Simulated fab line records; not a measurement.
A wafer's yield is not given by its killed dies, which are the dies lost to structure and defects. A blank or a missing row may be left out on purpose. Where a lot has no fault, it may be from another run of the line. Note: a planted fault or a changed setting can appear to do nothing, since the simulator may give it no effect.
Code-filled problem report in 8D (eight disciplines) form	flow gf180mcu	the parts of the form that need people (team, actions taken, sign-off) are left out

1. THE ISSUE
MIM_ALCU_RS at GF_MIM_RS_MEAS_10 reads a mean of 0.3378 ohm/sq on 6 wafers of 2 lots; wafers without a fault read 0.1609 ohm/sq with a standard deviation of 0.0026. That puts it +68 standard deviations away from the usual mean.
The step: measures by four-point-probe.
Earliest sighting: wafer L941.1 on film_metro-01 at day 27 07:16. The record holds 39 wafers of 13 lots with a number at this step. Rule for "out" (also "out of limits"): further than 4 standard deviations from the usual mean. Any other wafer with a number is counted as sound.

2. WHAT IT IS AND WHAT IT IS NOT
question	is	is not
which readings at this step	MIM_ALCU_RS	-
which lots	L941, L945	L933, L934, L935, L937, L938, L943, L946, L948, L949, L955, L956
which wafers of those lots	all that have a number	-
read on which gauges	film_metro-01, film_metro-02	film_metro-03
when	from day 27 07:16	up to then (15 sound wafers); but 18 sound wafers of L943, L946, L948, L949, L955, L956 came after

3. WHAT RULES OUT EACH SUSPECT
Counting: a tool at a process step up to the reading stays a suspect if it ran every lot that is out and no sound lot after the first of them.
- the gauge at GF_MIM_RS_MEAS_10: ruled out. The wafers that are out were read on 2 gauges (film_metro-01, film_metro-02).
- pvd_sputter-03 at GF_V4_SPUTTER_21 (material Ti, target thk 15 nm, time 80.02 s): ruled out as a lasting fault. The sound lots L956 went through it after L941, its earliest lot that is out (day 27 06:09).
- pvd_sputter-03 at GF_MIM_SPUTTER_08 (material AlCu, target thk 200 nm, time 10.6 s): kept. It processed each lot that is out, first L941 at day 27 07:12, and no sound lot thereafter; up to then, the last sound lot it processed was L937 at day 25 21:09.
Left after counting: pvd_sputter-03 at GF_MIM_SPUTTER_08.

4. THE CAUSE (what the simulator had put in)
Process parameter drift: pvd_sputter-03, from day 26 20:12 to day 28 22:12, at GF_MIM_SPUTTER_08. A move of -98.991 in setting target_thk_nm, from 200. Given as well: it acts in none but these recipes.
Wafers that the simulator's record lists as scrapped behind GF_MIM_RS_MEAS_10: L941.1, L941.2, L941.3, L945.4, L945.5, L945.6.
Only this tool survived the counting.

5. THE EFFECT CHAIN, in route order
One row per reading whose mean, taken over the struck wafers that have a number, lies over 3 standard deviations from the usual. Only readings for which the record gives a usual standard deviation are gone through. hours: the time from each lot's start at the first step in this table that gives one to its start at this step, as a median over the lots. sigmas: the change in usual standard deviations.
hours	step	reading	usual	on struck wafers	change	sigmas
0	GF_MIM_RS_MEAS_10	MIM_ALCU_RS	0.1609 ohm/sq	0.3378	+0.1769	+68

6. WHAT WOULD HAVE CAUGHT IT SOONER
The first out-of-limits reading at a measuring or inspecting step in this record came at day 27 07:16, 11 hours after the fault's start at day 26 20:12.
No tool reading at GF_MIM_SPUTTER_08 that has a usual standard deviation in the record was out on any struck wafer, so an alarm limit of 4 standard deviations on those readings would not have fired.
Among the 2 lots that are out, L945 began GF_MIM_SPUTTER_08 on pvd_sputter-03 after day 27 07:16. A hold on the tool at that time would have spared it.
